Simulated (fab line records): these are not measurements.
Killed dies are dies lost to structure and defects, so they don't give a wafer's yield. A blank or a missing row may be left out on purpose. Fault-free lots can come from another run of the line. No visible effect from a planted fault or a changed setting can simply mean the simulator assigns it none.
A sampling plan put to the test :: flow gf180mcu :: each of the 6 faults these records tell of, on one fab line, judged from the records of the lots it struck
Plan = the line's own looks (route steps where a gauge or an inspection reads the wafer without altering it). A look is open to judgement when struck wafers have a number at it and the file gives its usual mean and standard deviation on fault-free wafers. Caught: a look later than the fault's first step finds the struck wafers' mean 4 or more of those standard deviations (sigma) from the usual mean. On the tool: here the same test is run on the tool's own readings at the fault's steps. Caught also covers a different recipe on the struck wafers, or a record left blank for those wafers only.

== THE FAULTS, as the simulator had put them in ==
1. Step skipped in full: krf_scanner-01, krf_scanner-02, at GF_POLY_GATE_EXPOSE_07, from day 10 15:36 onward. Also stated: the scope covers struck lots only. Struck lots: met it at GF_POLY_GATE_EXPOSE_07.
2. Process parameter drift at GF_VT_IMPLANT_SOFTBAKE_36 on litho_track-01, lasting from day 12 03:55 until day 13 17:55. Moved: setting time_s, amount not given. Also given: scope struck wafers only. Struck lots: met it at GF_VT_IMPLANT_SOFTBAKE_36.
3. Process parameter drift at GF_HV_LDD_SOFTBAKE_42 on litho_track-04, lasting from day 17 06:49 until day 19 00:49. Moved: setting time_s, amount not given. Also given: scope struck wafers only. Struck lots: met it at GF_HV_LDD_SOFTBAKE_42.
4. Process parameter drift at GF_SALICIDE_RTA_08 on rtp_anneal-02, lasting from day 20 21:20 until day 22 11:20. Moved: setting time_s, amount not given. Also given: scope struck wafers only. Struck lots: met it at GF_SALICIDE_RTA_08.
5. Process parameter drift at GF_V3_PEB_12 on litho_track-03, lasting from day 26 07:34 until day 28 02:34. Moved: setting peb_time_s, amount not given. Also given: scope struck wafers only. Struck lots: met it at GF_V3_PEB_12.
6. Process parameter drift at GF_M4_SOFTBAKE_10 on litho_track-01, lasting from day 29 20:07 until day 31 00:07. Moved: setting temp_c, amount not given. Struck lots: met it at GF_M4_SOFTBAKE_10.

== WHAT THE PLAN SAW ==
fault: 1
on the tool itself: no reading that can be judged
first look that catches it: no look after it can be judged
reading, sigma: -
median hours from its first step to that look: -
hours from the fault's start to the first struck lot there: -
judged looks passed uncaught: 0

fault: 2
on the tool itself: heater_power_total_W +99 or beyond sigma
first look that catches it: none of the 2 looks that can be judged after it
reading, sigma: -
median hours from its first step to that look: -
hours from the fault's start to the first struck lot there: -
judged looks passed uncaught: 2

fault: 3
on the tool itself: run_length_s +41 sigma
first look that catches it: not the one look that can be judged after it
reading, sigma: -
median hours from its first step to that look: -
hours from the fault's start to the first struck lot there: -
judged looks passed uncaught: 1

fault: 4
on the tool itself: run_length_s +99 or beyond sigma
first look that catches it: not the one look that can be judged after it
reading, sigma: -
median hours from its first step to that look: -
hours from the fault's start to the first struck lot there: -
judged looks passed uncaught: 1

fault: 5
on the tool itself: heater_power_total_W +20 sigma
first look that catches it: no look after it can be judged
reading, sigma: -
median hours from its first step to that look: -
hours from the fault's start to the first struck lot there: -
judged looks passed uncaught: 0

fault: 6
on the tool itself: heater_power_total_W -48 sigma
first look that catches it: GF_M4_CD_MEAS_14
reading, sigma: cd_nm +5.0
median hours from its first step to that look: 9.1
hours from the fault's start to the first struck lot there: 13
judged looks passed uncaught: 0
Dash: fault not caught, or number not given in these records.

Caught at a look: 1 of 6. Caught on the tool: 5 of 6. By one or the other: 5 of 6.
On the tool alone, faults 2, 3, 4, 5 were caught.
Caught by neither: fault 1.

== THINNER SAMPLING ==
Were the look that catches a fault to measure just every second or every third lot (counted by lot number), the first struck lot would, at worst, be measured this late:
fault: 6
struck lots at that look, in order of time: L366, L368
every lot: 13 h
every second lot: may miss all 2
every third lot: may miss all 2
Hours: fault start to first struck lot measured. Since the struck wafers were tested as one group against 4 sigma, a single lot by itself may lie under the limit. Other struck lots may not be in these records.

== THE LONGEST TIMED WAY FROM STEP TO LOOK ==
Fault 6: a median of 9.1 hours passes between GF_M4_SOFTBAKE_10 and GF_M4_CD_MEAS_14. No look between them can be judged.
